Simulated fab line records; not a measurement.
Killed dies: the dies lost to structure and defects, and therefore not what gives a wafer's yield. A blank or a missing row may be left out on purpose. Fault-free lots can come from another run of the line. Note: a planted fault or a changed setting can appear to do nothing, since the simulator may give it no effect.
fab line records | flow sky130
[record] lots = 11 wafers = 33 last-day = 50
route steps=708 shown FIELD_ISO@18 DNWELL@43 NWELL@81 GATE_OXIDE@188 PAD_OPEN@708
lots untouched by any fault: they come from a run of this same line in which no faults occurred
start-h: start of the lot's first displayed wafer, in hours after the record's first day | wait-h: how many hours have passed since the lot's step before this one | " same as the row above | L1.1+2: a single row standing in for several wafers | - value missing, or start not given | * or withheld: withheld | < > ~ a bound
route shown NAME@n: NAME is a module with steps in the file, n the number in the route of the first one | usual: mean and standard deviation over wafers with no fault | same: alike in all rows | chamber/n: place in a boat | sites: per-site readings | _std_site: their standard deviation | _edge_site: the outer-site mean with the inner-site mean subtracted | radius-mm: for every site, how far away it sits from the centre of the wafer | mask NAME#n: copy n | behind: the tool/chamber that last shaped the wafer | hold: why the lot went on hold/how many hours it stayed there/how the hold came to an end | device: transistor that didn't switch, given as n, p or np | end of line: tests of these same wafers at the route's end | for a step that has no rows: nothing shown but its recipe | killed: count of dies lost to structure and defects at first sort (not the wafer's yield) | map: dies across one wafer; x = killed, . = not, _ = none there
set.NAME: setting as actually run; set.NAME@STEP: the setting as run at that earlier step | model.NAME: the simulator's own value behind a step, which no gauge read
the route's steps for a sample of lots (tables are steps, rows are wafers)
services: from which hour (start-h, from the record's first day; less than 0 if before it) a tool's chamber was out of use, for how many hours, and why
[[steps]]
[step SKY_FIELD_ISO_ETCH_17]
[recipe] target-depth-a = 3420 mask-material = Si3N4 chemistry = HBr/Cl2/O2 target = Si taper-deg = 5 icp-w = 600 bias-w = 150 pressure-mtorr = 15 HBr_flow_sccm = 150 Cl2_flow_sccm = 40 O2_flow_sccm = 6 time-s = 97.7
[usual] HBr_flow_sccm = 150.0/0.51 chamber-pressure-mTorr = 15.000/0.014 drypump-motor-current-A = 5.8/0.52 oes-product-au = 0.998/0.015 throttle-valve-pct = 25.658/0.013
// columns lot.wafer tool chamber start-h wait-h HBr_flow_sccm chamber-pressure-mTorr drypump-motor-current-A oes-product-au rf-hours-counter-h throttle-valve-pct
L293.1 rie-si-01 0 29.26 0.1 149.8 14.974 5.7 1.005 23 25.653
L293.3 " 1 " " 149.8 14.982 5.5 1.005 19 25.650
L293.4 " 2 " " 149.7 15.020 5.0 0.993 0 25.662
L294.1 rie-si-01 1 37.33 0.1 149.6 15.009 5.5 0.999 19 25.655
L294.5 " 3 " " 150.7 15.008 6.7 0.976 - 25.658
L294.6 " 2 " " 149.4 14.992 5.0 0.978 - 25.656
L296.1 rie-si-02 2 47.23 0.1 149.8 14.986 5.4 1.008 17 25.665
L296.2 " 2 " " 149.6 15.017 5.4 1.005 - 25.658
L296.3 " 2 " " 150.2 15.010 5.4 0.999 - 25.641
L297.2 rie-si-02 1 54.33 0.1 149.3 15.006 6.2 0.999 0 25.656
L297.5 " 2 " " 149.4 15.001 5.4 1.010 - 25.658
L297.6 " 1 " " 149.9 14.993 6.2 1.001 - 25.674
L298.2 rie-si-01 0 56.00 0.1 150.1 14.996 5.7 0.984 23 25.662
L298.4 " 2 " " 149.4 15.005 5.0 0.981 1 25.671
L298.6 " 1 " " 150.3 15.024 5.5 0.988 - 25.685
L307.1 rie-si-02 2 102.63 0.1 150.5 15.002 5.4 0.999 18 25.639
L307.2 " 3 " " 150.3 15.001 6.1 1.028 1 25.653
L307.4 " 0 " " 150.9 14.975 6.3 0.994 6 25.656
L308.2 rie-si-02 3 107.26 0.1 151.1 14.998 6.1 1.032 1 25.628
L308.3 " 2 " " 149.1 15.019 5.4 1.018 18 25.669
L308.6 " 3 " " 150.9 14.982 6.1 1.033 - 25.641
L309.1 rie-si-01 3 114.81 0.1 149.5 14.983 6.7 0.982 120 25.676
L309.5 " 1 " " 149.7 14.999 5.5 0.986 - 25.686
L309.6 " 2 " " 150.1 14.990 5.0 0.990 - 25.669
L312.1 rie-si-02 1 129.13 0.1 150.2 14.999 6.2 1.006 1 25.652
L312.5 " 3 " " 149.5 14.987 6.1 1.015 - 25.643
L312.6 " 2 " " 150.7 14.984 5.4 1.008 - 25.661
L313.3 rie-si-01 1 133.23 0.0 148.8 14.989 5.5 0.998 20 25.665
L313.5 " 0 " " 150.1 15.009 5.7 0.997 - 25.651
L313.6 " 3 " " 150.0 15.002 6.6 0.979 - 25.678
L314.2 rie-si-01 0 140.23 0.1 150.5 15.013 5.7 0.994 24 25.664
L314.4 " 3 " " 150.1 14.985 6.7 0.989 121 25.674
L314.5 " 2 " " 150.1 14.983 5.0 0.981 - 25.658
[step SKY_DNWELL_STRIP_08]
[recipe] chemistry = O2/N2 power-w = 1400 pressure-mtorr = 1500 platen-temp-c = withheld o2-flow-sccm = 3000 n2-flow-sccm = 300 overash-fraction = 0.5
[usual] chamber-pressure-mTorr = 1500.2/1.4 drypump-motor-current-A = 5.9/0.57 oes-product-au = 0.722/0.0048 strip-time-to-endpoint-s = 36.92/0.08
// columns lot.wafer tool chamber start-h wait-h chamber-pressure-mTorr drypump-motor-current-A oes-product-au rf-hours-counter-h strip-time-to-endpoint-s
L293.1 plasma-asher-02 1 53.29 0.1 1499.6 5.7 0.712 38 36.99
L293.3 " 0 " " 1498.8 6.8 0.726 - 36.96
L293.4 " 1 " " 1498.4 5.7 0.730 - 37.07
L294.1 plasma-asher-02 0 58.97 0.1 1501.2 6.8 0.724 39 36.92
L294.5 " 0 " " 1501.2 6.8 0.725 - 37.06
L294.6 " 1 " " 1498.3 5.7 0.727 - 36.95
L296.1 plasma-asher-04 1 71.99 0.1 1498.8 5.4 0.712 35 36.81
L296.2 " 0 " " 1500.6 6.0 0.714 35 36.86
L296.3 " 1 " " 1502.9 5.4 0.727 - 36.77
L297.2 plasma-asher-01 0 80.39 0.1 1498.0 5.9 0.723 39 36.80
L297.5 " 0 " " 1499.6 5.9 0.720 - 36.88
L297.6 " 1 " " 1499.8 5.2 0.722 - 36.94
L298.2 plasma-asher-02 0 80.41 0.1 1502.4 6.9 0.724 41 36.77
L298.4 " 1 " " 1503.6 5.8 0.720 - 36.85
L298.6 " 1 " " 1502.7 5.7 0.718 - 36.71
L307.1 plasma-asher-01 1 131.34 0.1 1500.8 5.2 0.721 1 36.90
L307.2 " 0 " " 1501.6 5.9 0.717 1 37.01
L307.4 " 0 " " 1500.5 5.9 0.723 - 37.01
L308.2 plasma-asher-02 1 136.24 0.1 1499.9 5.8 0.720 48 36.83
L308.3 " 1 " " 1500.7 5.8 0.727 - 36.96
L308.6 " 1 " " 1500.0 5.7 0.729 - 36.92
L309.1 plasma-asher-04 1 142.32 0.1 1501.1 5.4 0.720 39 36.85
L309.5 " 1 " " 1502.9 5.4 0.735 - 36.97
L309.6 " 0 " " 1501.5 6.1 0.727 - 36.87
L312.1 plasma-asher-01 0 155.67 0.1 1500.7 5.9 0.723 4 36.87
L312.5 " 1 " " 1501.5 5.2 0.721 - 36.87
L312.6 " 0 " " 1499.8 5.9 0.722 - 36.91
L313.3 plasma-asher-01 1 159.33 0.1 1496.6 5.2 0.726 - 36.97
L313.5 " 1 " " 1499.8 5.2 0.719 - 36.86
L313.6 " 0 " " 1500.4 5.9 0.726 - 37.01
L314.2 plasma-asher-01 1 166.41 0.1 1501.5 5.2 0.723 5 37.03
L314.4 " 0 " " 1497.7 5.9 0.714 - 37.00
L314.5 " 0 " " 1500.4 5.9 0.724 - 37.02
[step SKY_NWELL_RTA_28]
[recipe] temp-c = 1050 time-s = 30 idle-temp-c = 650 ramp-up-c-per-s = 150 ramp-down-c-per-s = 90 ambient = N2
[usual] lamp-power-pct = 25.31/0.05 wafer_temp_C_max = 1054.9/0.93
// columns lot.wafer tool chamber start-h wait-h lamp-power-pct wafer_temp_C_max
L293.1 rtp-anneal-02 0 106.51 0.0 25.27 1054.7
L293.3 " 0 " " 25.37 1055.2
L293.4 " 0 " " 25.26 1054.3
L294.1 rtp-anneal-01 0 112.61 0.0 25.33 1056.6
L294.5 " 0 " " 25.30 1055.1
L294.6 " 0 " " 25.33 1053.4
L296.1 rtp-anneal-02 0 127.66 0.0 25.32 1054.1
L296.2 " 0 " " 25.30 1055.3
L296.3 " 0 " " 25.23 1057.8
L297.2 rtp-anneal-01 0 137.07 0.0 25.36 1054.4
L297.5 " 0 " " 25.42 1055.2
L297.6 " 0 " " 25.33 1055.9
L298.2 rtp-anneal-02 0 138.02 0.0 25.36 1054.7
L298.4 " 0 " " 25.37 1053.7
L298.6 " 0 " " 25.30 1054.9
L307.1 rtp-anneal-01 0 193.94 0.0 25.23 1055.1
L307.2 " 0 " " 25.31 1052.9
L307.4 " 0 " " 25.39 1056.9
L308.2 rtp-anneal-02 0 199.12 0.0 25.35 1054.0
L308.3 " 0 " " 25.26 1055.5
L308.6 " 0 " " 25.34 1054.9
L309.1 rtp-anneal-01 0 206.91 0.0 25.33 1054.5
L309.5 " 0 " " 25.24 1054.2
L309.6 " 0 " " 25.31 1055.6
L312.1 rtp-anneal-01 0 218.30 0.0 25.29 1053.3
L312.5 " 0 " " 25.36 1053.2
L312.6 " 0 " " 25.35 1054.7
L313.3 rtp-anneal-01 0 223.90 0.0 25.26 1054.0
L313.5 " 0 " " 25.31 1054.2
L313.6 " 0 " " 25.31 1055.0
L314.2 rtp-anneal-02 0 231.27 0.0 25.24 1055.1
L314.4 " 0 " " 25.29 1054.8
L314.5 " 0 " " 25.32 1055.7
[step SKY_GATE_OXIDE_OXIDATION_01]
[recipe] temp-c = 900 ambient = O2 stabilise-s = 600 purge-s = 300 target-thk-a = 102.68 ox-time-s = 1473
[usual] spike-tc-upper-C = 900.4/0.99 tube_center_temp_C_max = 902.4/0.37
// columns lot.wafer tool chamber start-h wait-h spike-tc-upper-C tube_center_temp_C_max
L293.1 furnace-02 0 282.70 0.7 901.8 902.1
L293.3 " 0 " " 900.2 902.4
L293.4 " 0 " " 901.8 902.6
L294.1 furnace-01 0 291.63 1.2 899.9 902.0
L294.5 " 0 " " 901.1 902.5
L294.6 " 0 " " 898.4 902.6
L296.1 furnace-01 0 308.54 1.7 898.4 902.6
L296.2 " 0 " " 900.7 902.7
L296.3 " 0 " " 901.0 903.2
L297.2 furnace-01 0 323.74 1.6 900.5 902.8
L297.5 " 0 " " 901.6 902.8
L297.6 " 0 " " 899.7 902.7
L298.2 furnace-01 0 325.15 1.1 900.9 902.7
L298.4 " 0 " " 898.8 902.4
L298.6 " 0 " " 900.2 902.2
L307.1 furnace-01 0 400.73 1.4 899.5 901.9
L307.2 " 0 " " 901.4 901.9
L307.4 " 0 " " 900.5 902.0
L308.2 furnace-01 0 404.89 0.7 900.0 902.2
L308.3 " 0 " " 900.1 902.1
L308.6 " 0 " " 899.2 902.2
L309.1 furnace-01 0 418.90 0.0 902.2 902.0
L309.5 " 0 " " 902.2 902.6
L309.6 " 0 " " 899.3 902.0
L312.1 furnace-01 0 435.69 2.4 901.8 902.1
L312.5 " 0 " " 902.5 902.7
L312.6 " 0 " " 902.1 902.4
L313.3 furnace-01 0 442.77 0.0 900.4 902.2
L313.5 " 0 " " 898.2 902.2
L313.6 " 0 " " 901.5 901.5
L314.2 furnace-01 0 451.15 0.0 902.2 902.1
L314.4 " 0 " " 900.3 902.0
L314.5 " 0 " " 899.6 902.2
[step SKY_GATE_OXIDE_THK_MEAS_02]
[recipe] reads = SiO2_of_GATE_OXIDE_OXIDATION_01
[usual] GATE_OXIDE_OXIDATION_00_THK = 10.38/0.2
// columns lot.wafer tool chamber start-h wait-h GATE_OXIDE_OXIDATION_00_THK[nm]
L293.1 film-metro-04 - 284.11 0.0 10.79
L293.3 " - " " 10.68
L293.4 " - " " 10.61
L294.1 film-metro-03 - 293.04 0.0 10.54
L294.5 " - " " 10.47
L294.6 " - " " 10.45
L296.1 film-metro-03 - 309.95 0.0 10.54
L296.2 " - " " 10.29
L296.3 " - " " 10.37
L297.2 film-metro-01 - 325.16 0.0 5.88
L297.5 " - " " 5.90
L297.6 " - " " 5.92
L298.2 film-metro-03 - 326.57 0.0 6.08
L298.4 " - " " 6.14
L298.6 " - " " 6.02
L307.1 film-metro-04 - 402.14 0.0 10.09
L307.2 " - " " 10.09
L307.4 " - " " 10.05
L308.2 film-metro-04 - 406.31 0.0 10.49
L308.3 " - " " 10.59
L308.6 " - " " 10.61
L309.1 film-metro-04 - 420.30 0.0 10.63
L309.5 " - " " 10.37
L309.6 " - " " 10.51
L312.1 film-metro-04 - 437.10 0.0 10.42
L312.5 " - " " 10.38
L312.6 " - " " 10.50
L313.3 film-metro-03 - 444.20 0.0 10.44
L313.5 " - " " 10.26
L313.6 " - " " 10.20
L314.2 film-metro-04 - 452.57 0.0 10.42
L314.4 " - " " 10.56
L314.5 " - " " 10.43
[step SKY_PAD_OPEN_PROBE_99]
[usual] killed_at_M0_to_M3 = 44/6.5 killed_at_M4_up = 2.9/1.7 killed-at-contacts = 24/5.7 killed-at-front-end = 16/4.4 killed-at-other = 0.2/0.48 killed-dies = 87/9.6 killed-open = 48/6.7 killed-short = 38/6.2
[same] gross-dies = 492 killed-at-back-side = 0
// columns lot.wafer tool chamber start-h wait-h killed_at_M0_to_M3 killed_at_M4_up killed-at-contacts killed-at-front-end killed-at-other killed-dies killed-open killed-short
L298.2 prober-02 - 1111.43 0.1 47 3 23 28 0 101 50 51
L298.4 prober-02 - 1111.53 0.2 44 4 20 19 0 87 45 42
L298.6 prober-02 - 1111.63 0.2 42 3 27 17 1 90 53 37
// killed by level:class
L298.2 METAL2:geometric-particle:short=9 FIELD_ISO:geometric-particle:open=8 LI_CONTACT:geometric-particle:open=8 VIA1:geometric-particle:open=8 POLY_GATE:geometric-particle:open=7 POLY_GATE:geometric-particle:short=6 CONTACT:geometric-particle:open=6 VIA3:geometric-particle:short=6
L298.4 CONTACT:geometric-particle:open=13 VIA1:geometric-particle:open=9 VIA1:geometric-particle:short=7 VIA2:geometric-particle:open=7 FIELD_ISO:geometric-particle:short=6 POLY_GATE:geometric-particle:short=6 VIA3:geometric-particle:short=6 METAL2:geometric-particle:short=5
L298.6 CONTACT:geometric-particle:open=13 VIA1:geometric-particle:open=8 VIA1:geometric-particle:short=7 VIA2:geometric-particle:open=7 LI_CONTACT:geometric-particle:open=6 VIA3:geometric-particle:open=6 FIELD_ISO:geometric-particle:open=4 FIELD_ISO:geometric-particle:short=4
[[services]]
// columns tool chamber start-h hours kind
plasma-asher-01 - 6.89 3.5 repair
rie-si-02 - 16.52 15.6 pm
rie-si-02 0 42.51 7.5 repair
rie-si-02 3 45.10 10.3 repair
rtp-anneal-02 - 60.47 0.9 pm
rie-si-01 3 64.48 7.3 repair
rie-si-02 2 88.35 13.0 repair
plasma-asher-01 - 108.75 9.0 pm
plasma-asher-01 - 126.11 1.8 repair
rtp-anneal-02 - 142.93 2.4 pm
furnace-01 - 144.99 3.5 pm
rie-si-01 - 161.49 0.1 repair
rie-si-01 - 174.16 2.8 pm
rie-si-02 2 178.84 1.6 repair
rie-si-01 0 180.47 1.5 repair
plasma-asher-01 - 181.76 14.6 pm
rtp-anneal-01 - 195.91 1.1 pm
furnace-01 - 239.80 5.0 pm
rie-si-02 1 249.83 2.7 repair
rie-si-01 1 262.75 1.2 repair
rie-si-01 1 290.79 6.2 repair
furnace-01 - 312.81 2.8 pm
rie-si-02 - 398.26 14.6 pm
rie-si-01 - 398.74 0.7 repair
[[key]]
[first-sign] step = SKY_GATE_OXIDE_THK_MEAS_02 reading = GATE_OXIDE_OXIDATION_00_THK direction = down sigmas = 22 usual = 10.38 struck = 5.99
effect none on later readings
met-at SKY_GATE_OXIDE_OXIDATION_01
struck-lots L297,L298
tester-left-out L297,L298
not-acting-at SKY_FIELD_ISO_ETCH_17,SKY_DNWELL_STRIP_08,SKY_NWELL_RTA_28
onset-between 308.54 323.74
[fault] kind = process-parameter-drift tool = furnace-01 chamber = - onset-h = 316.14 steps = SKY_GATE_OXIDE_OXIDATION_01 channel = ox-time-s offset = * shape = step end-h = 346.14 acts-in = * stated = *
// tester-left-out: of these lots the tester's yield and bins aren't shown, on N5 and GAA mostly nor the transistor test; their killed dies are dies lost to structure and defects alone, not to doping, threshold or leakage, so they don't give the yield
